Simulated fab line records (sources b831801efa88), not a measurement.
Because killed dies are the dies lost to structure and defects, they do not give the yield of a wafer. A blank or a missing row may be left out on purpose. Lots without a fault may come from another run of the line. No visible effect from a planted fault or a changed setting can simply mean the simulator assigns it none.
Matching of chambers :: flow gf180mcu :: 4 sister chambers for GF_V5_CMP_26 on cmp-02
The step polishes, stops on SiO2, t overpolish 15 s, target thk 0 nm. 4 wafers are shown with their chamber, then 6 later ones without.

## WAFERS, EACH WITH ITS CHAMBER
wafer: L322.1
chamber: 1
timeToEndpointS (s): 90

wafer: L322.2
chamber: 3
timeToEndpointS (s): 88

wafer: L329.2
chamber: 0
timeToEndpointS (s): 79

wafer: L329.4
chamber: 2
timeToEndpointS (s): 83

## WAFERS WHOSE CHAMBER IS MISSING
wafer: L334.4
timeToEndpointS (s): 84

wafer: L334.5
timeToEndpointS (s): 78

wafer: L334.6
timeToEndpointS (s): 82

wafer: L335.3
timeToEndpointS (s): 79

wafer: L335.5
timeToEndpointS (s): 80

wafer: L335.6
timeToEndpointS (s): 87

## WHICH CHAMBER EACH ONE RAN IN
wafer: L334.4
from the rows above: 2
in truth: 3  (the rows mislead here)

wafer: L334.5
from the rows above: 0
in truth: 0

wafer: L334.6
from the rows above: 2
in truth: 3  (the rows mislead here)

wafer: L335.3
from the rows above: 0
in truth: 0

wafer: L335.5
from the rows above: 0
in truth: 0

wafer: L335.6
from the rows above: 3
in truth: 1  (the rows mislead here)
Correct placement for 3 of the 6. Can't be placed from these rows: 0. Number placed wrongly: 3.
How it was worked out, from the rows above alone: a wafer's distance from a chamber is the root of the sum, over the readings, of the square of ((its reading less the chamber's mean) divided by the reading's scatter). If the next closest chamber is less than 2 further off than the closest, the wafer can't be placed; otherwise it belongs to the closest. A chamber's mean is the mean of its shown wafers. The scatter: root of mean squared gap, hidden wafer to nearest shown wafer, with one shown wafer a chamber.
